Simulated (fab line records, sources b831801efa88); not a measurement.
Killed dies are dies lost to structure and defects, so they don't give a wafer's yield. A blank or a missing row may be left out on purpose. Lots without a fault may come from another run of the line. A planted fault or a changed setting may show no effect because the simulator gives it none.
A struck lot beside a sound one | flow sky130 | 15 steps out of a route of 708
Sound: wafers L949.1, L949.5, L949.6. Struck: wafers L955.1, L955.2, L955.3. The cause comes at the end.
At each step with rows: each side's tool, then ch and its chambers, then its first start. Under that, the readings that differ: sound wafers | struck wafers | difference of the means | sigmas: that difference in standard deviations of wafers without a fault.
alike: readings whose means differ by less than 2 such deviations, and words and numbers that are the same on both sides. not compared: withheld readings, readings that some wafer has no value for, bounds like >300 that may hide the same value, and numbers for which the record gives no deviation and whose values overlap.
The two part at a step that has a row with sigmas, a row that says differs or no value, or rows on one side only. Numbers that don't overlap but have no deviation are shown without sigmas and don't part them. A reading that every wafer of one side lacks parts them only if that side has two wafers or more.

first, 5 steps without rows for these wafers: SKY_LI_CONTACT_COAT_07 (resist thk 450 nm); SKY_LI_CONTACT_SOFTBAKE_08 (time 90 s); SKY_LI_CONTACT_EXPOSE_09 (exposes mask LICM1, target cd 170 nm); SKY_LI_CONTACT_PEB_10; SKY_LI_CONTACT_DEVELOP_11 (develop time 60 s).
SKY_LI_CONTACT_CD_MEAS_12: target cd 170 nm.
  sound on cd_sem-02, day 32 09:22; struck on cd_sem-01, day 34 06:13
  alike: cd_nm
SKY_LI_CONTACT_OVL_MEAS_13:
  sound on overlay-02, day 32 09:29; struck on overlay-02, day 34 06:20
  alike: LI_CONTACT_OVL
SKY_LI_CONTACT_ETCH_14: etches BARC in N2/H2, stops on SiO2, time 45.9 s, target depth 60 nm.
  sound on rie_diel-04 ch 0,1,2, day 32 09:32; struck on rie_diel-04 ch 1,2,3, day 34 06:23
  alike: drypump_motor_current_A, oes_product_au, rf_fwd_power_W, throttle_valve_pct
  not compared: rf_hours_counter_h
SKY_LI_CONTACT_ETCH_15: etches PSG in C4F8/O2/Ar, stops on Si, target depth 600 nm.
  sound on rie_diel-04 ch 0,1,2, day 32 09:34; struck on rie_diel-04 ch 1,2,3, day 34 06:25
  alike: oes_product_au, rf_fwd_power_W
SKY_LI_CONTACT_STRIP_16: strips in O2/N2.
  sound on plasma_asher-03 ch 0,1, day 32 09:40; struck on plasma_asher-02 ch 0,1, day 34 06:31
  alike: drypump_motor_current_A, oes_product_au, strip_time_to_endpoint_s
  not compared: rf_hours_counter_h
then, 2 steps without rows for these wafers: SKY_LI_CONTACT_CLEAN_17 (cleans in NMP, time 600 s); SKY_LI_CONTACT_PRE_CLEAN_18 (time 5.6 s).
SKY_LI_CONTACT_SPUTTER_19: material Ti, target thk 20 nm, time 106.37 s.
  sound on pvd_sputter-01, day 32 09:59; struck on pvd_sputter-01, day 34 06:48
  no value came back on the struck wafers for cathode_dc_power_W (W), chamber_pressure_pa (Pa), throttle_valve_pct (%); on the sound wafers cathode_dc_power_W (W) reads 2500.8 2500.1 2500.1
SKY_LI_CONTACT_SPUTTER_20: material TiN, target thk 20 nm, time 80 s.
  sound on pvd_sputter-01, day 32 10:04; struck on pvd_sputter-01, day 34 06:53
  alike: cathode_dc_power_W, chamber_pressure_pa, throttle_valve_pct
-- the record jumps here: 15 days lie between the struck wafers' starts before and after (it left off in module LI_CONTACT and takes up again in module PAD_OPEN, whose first step shown is number 708 of the route) --
SKY_PAD_OPEN_PROBE_99:
  sound on prober-01, day 48 08:22; struck on prober-01, day 49 12:14
  reading            | sound    | struck      | difference | sigmas
  killed_at_contacts | 29 23 35 | 423 429 437 | +401       | +74
  killed_dies        | 92 86 95 | 492 492 492 | +401       | +46
  killed_on_rim      | 18 14 20 | 96 96 96    | +79        | +22
  alike: killed_at_M0_to_M3, killed_at_M4_up, killed_at_front_end, killed_at_other, killed_open, killed_short

WHERE THEY PART
First at SKY_LI_CONTACT_SPUTTER_19; last, within this record, at SKY_PAD_OPEN_PROBE_99.

WHY: what the simulator had put in
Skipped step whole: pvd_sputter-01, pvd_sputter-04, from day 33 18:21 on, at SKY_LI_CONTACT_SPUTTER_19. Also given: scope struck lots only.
